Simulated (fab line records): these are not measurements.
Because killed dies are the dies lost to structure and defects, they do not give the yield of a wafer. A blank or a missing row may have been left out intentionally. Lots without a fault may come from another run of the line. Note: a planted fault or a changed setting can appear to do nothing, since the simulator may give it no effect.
What tool caused it?    flow gf180mcu    Sampling: 13 lots, 39 wafers, 5 of 602 route steps

WHAT THE GAUGES READ, wafer by wafer
GF_POLY_GATE_CD_MEAS_18.
lot   measured      on         cd_nm (nm)
L852  day 9 18:52   cd_sem-02  280.2 278.0 278.6
L854  day 10 09:36  cd_sem-02  280.5 277.0 278.1
L858  day 11 13:32  cd_sem-01  280.4 278.5 278.6
L859  day 11 21:04  cd_sem-01  279.9 283.0 282.7
L860  day 12 08:39  cd_sem-01  280.6 279.3 281.6
L861  day 12 13:51  cd_sem-01  279.9 280.3 278.1
L862  day 12 20:19  cd_sem-01  281.2 281.4 279.6
L863  day 13 00:31  cd_sem-02  277.4 280.0 279.2
L864  day 13 09:49  cd_sem-01  280.0 282.2 282.1
L865  day 13 18:11  cd_sem-02  281.1 278.2 279.8
L870  day 15 17:09  cd_sem-02  279.7 281.0 277.3
L872  day 15 17:19  cd_sem-02  279.8 281.8 283.1
L873  day 16 01:19  cd_sem-02  276.8 278.5 278.5

GF_HV_LDD_CD_MEAS_19 targets a cd of 400 nm.
lot   measured      on         cd_nm (nm)
L852  day 11 06:47  cd_sem-01  401.8 401.5 401.6
L854  day 11 22:56  cd_sem-01  399.9 399.2 399.2
L858  day 13 04:10  cd_sem-01  398.8 400.1 397.6
L859  day 13 12:22  cd_sem-02  401.9 403.4 403.0
L860  day 14 00:10  cd_sem-01  406.2 402.7 402.8
L861  day 14 06:35  cd_sem-01  400.1 401.1 401.6
L862  day 14 13:40  cd_sem-02  399.7 400.3 401.6
L863  day 14 17:52  cd_sem-01  420.6 401.2 401.3
L864  day 15 03:34  cd_sem-01  417.1 399.3 398.3
L865  day 15 12:25  cd_sem-01  421.1 400.1 422.3
L870  day 17 13:43  cd_sem-01  400.8 402.6 400.5
L872  day 17 13:46  cd_sem-02  400.1 402.3 398.9
L873  day 17 23:34  cd_sem-02  397.3 397.3 397.4

TOOL THAT RAN EACH LOT (tool first, then ch and the chambers of the sampled wafers, then the start)
lot   GF_POLY_GATE_ETCH_12                GF_HV_LDD_STRIP_10                    GF_HV_LDD_DEVELOP_18
L852  rie_diel-04 ch 0,2,3, day 9 17:16   plasma_asher-04 ch 0,1, day 10 12:19  litho_track-04 ch 0, day 11 06:38
L854  rie_diel-03 ch 0,1,2, day 10 07:19  plasma_asher-04 ch 0,1, day 11 04:01  litho_track-02 ch 0, day 11 22:47
L858  rie_diel-04 ch 0,2,3, day 11 11:58  plasma_asher-03 ch 0,1, day 12 09:20  litho_track-02 ch 0, day 13 04:01
L859  rie_diel-03 ch 1,2,3, day 11 19:25  plasma_asher-03 ch 0,1, day 12 16:34  litho_track-04 ch 0, day 13 12:13
L860  rie_diel-03 ch 1,2,3, day 12 07:01  plasma_asher-03 ch 0,1, day 13 03:54  litho_track-02 ch 0, day 14 00:01
L861  rie_diel-04 ch 2,3, day 12 12:07    plasma_asher-01 ch 0,1, day 13 10:01  litho_track-04 ch 0, day 14 06:26
L862  rie_diel-02 ch 0,1, day 12 16:46    plasma_asher-01 ch 0,1, day 13 16:46  litho_track-03 ch 0, day 14 13:31
L863  rie_diel-03 ch 0,2,3, day 12 22:49  plasma_asher-04 ch 1, day 13 20:43    litho_track-04 ch 0, day 14 17:43
L864  rie_diel-02 ch 0,2,3, day 13 08:07  plasma_asher-01 ch 0,1, day 14 06:16  litho_track-04 ch 0, day 15 03:25
L865  rie_diel-02 ch 1,2,3, day 13 15:58  plasma_asher-01 ch 0,1, day 14 15:13  litho_track-04 ch 0, day 15 12:16
L870  rie_diel-02 ch 0,1, day 15 01:31    plasma_asher-01 ch 0,1, day 16 15:01  litho_track-02 ch 0, day 17 13:34
L872  rie_diel-02 ch 0,1,3, day 15 13:25  plasma_asher-03 ch 0,1, day 16 15:04  litho_track-03 ch 0, day 17 13:37
L873  rie_diel-04 ch 0,1,3, day 15 22:07  plasma_asher-03 ch 0,1, day 17 00:28  litho_track-02 ch 0, day 17 23:25
- GF_POLY_GATE_ETCH_12: etches BARC in N2/H2.
- GF_HV_LDD_STRIP_10: strips in O2/N2.
- GF_HV_LDD_DEVELOP_18: develop time 60 s.

WHAT THE TOOLS THEMSELVES READ (means of the sampled wafers that have a number; where no wafer has one, the mark that the record gives instead)
GF_POLY_GATE_ETCH_12.
lot   tool         drypump_motor_current_A (A)  oes_product_au (a.u.)  throttle_valve_pct (%)
L852  rie_diel-04  5.6                          0.729                  13.225
L854  rie_diel-03  5.8                          0.733                  13.207
L858  rie_diel-04  5.6                          0.736                  13.210
L859  rie_diel-03  5.8                          0.737                  13.215
L860  rie_diel-03  5.8                          0.737                  13.201
L861  rie_diel-04  5.6                          0.738                  13.218
L862  rie_diel-02  6.2                          0.733                  13.213
L863  rie_diel-03  5.9                          0.739                  13.213
L864  rie_diel-02  5.7                          0.736                  13.204
L865  rie_diel-02  5.5                          0.733                  13.222
L870  rie_diel-02  5.9                          0.734                  13.218
L872  rie_diel-02  5.9                          0.739                  13.214
L873  rie_diel-04  5.4                          0.737                  13.222

GF_HV_LDD_STRIP_10.
lot   tool             drypump_motor_current_A (A)  heater_power_w (W)  oes_product_au (a.u.)  strip_time_to_endpoint_s (s)
L852  plasma_asher-04  5.7                          310                 0.715                  12.63
L854  plasma_asher-04  5.7                          307                 0.711                  12.60
L858  plasma_asher-03  5.6                          378                 0.719                  12.64
L859  plasma_asher-03  5.6                          378                 0.717                  12.63
L860  plasma_asher-03  5.4                          388                 0.716                  12.61
L861  plasma_asher-01  5.3                          336                 0.716                  12.61
L862  plasma_asher-01  5.7                          342                 0.715                  12.59
L863  plasma_asher-04  5.3                          301                 0.720                  12.62
L864  plasma_asher-01  5.7                          337                 0.717                  12.55
L865  plasma_asher-01  5.3                          332                 0.719                  12.62
L870  plasma_asher-01  5.4                          336                 0.718                  12.65
L872  plasma_asher-03  5.6                          382                 0.714                  12.66
L873  plasma_asher-03  5.6                          379                 0.719                  12.69

THE ANSWER, worked out from the rows above alone
Rule: what is usual is taken from the lots themselves. Put in order of their means at a reading, lots are off if they are a third of the lots or fewer, leave a main group of 4 or more, and stand apart from it by a gap of 3 or more times the standard deviation of the main group's means; of several such gaps the widest counts. If all means in a main group match to the digits the tables above print for the reading, that group is not used. Also off: a lot with no number at a reading for which 4 or more lots have one. The other lots that the step has rows for count as sound. Order of review: gauges by route order, followed by the tools' own readings, for which a lot's mean as printed above is used. The first step at which some lot is off is used, and at that step the reading that is off furthest; a lot without a number counts as furthest.
Nothing can be told from this: no lot is off at any reading shown.

WHAT THE SIMULATOR HAD PUT IN
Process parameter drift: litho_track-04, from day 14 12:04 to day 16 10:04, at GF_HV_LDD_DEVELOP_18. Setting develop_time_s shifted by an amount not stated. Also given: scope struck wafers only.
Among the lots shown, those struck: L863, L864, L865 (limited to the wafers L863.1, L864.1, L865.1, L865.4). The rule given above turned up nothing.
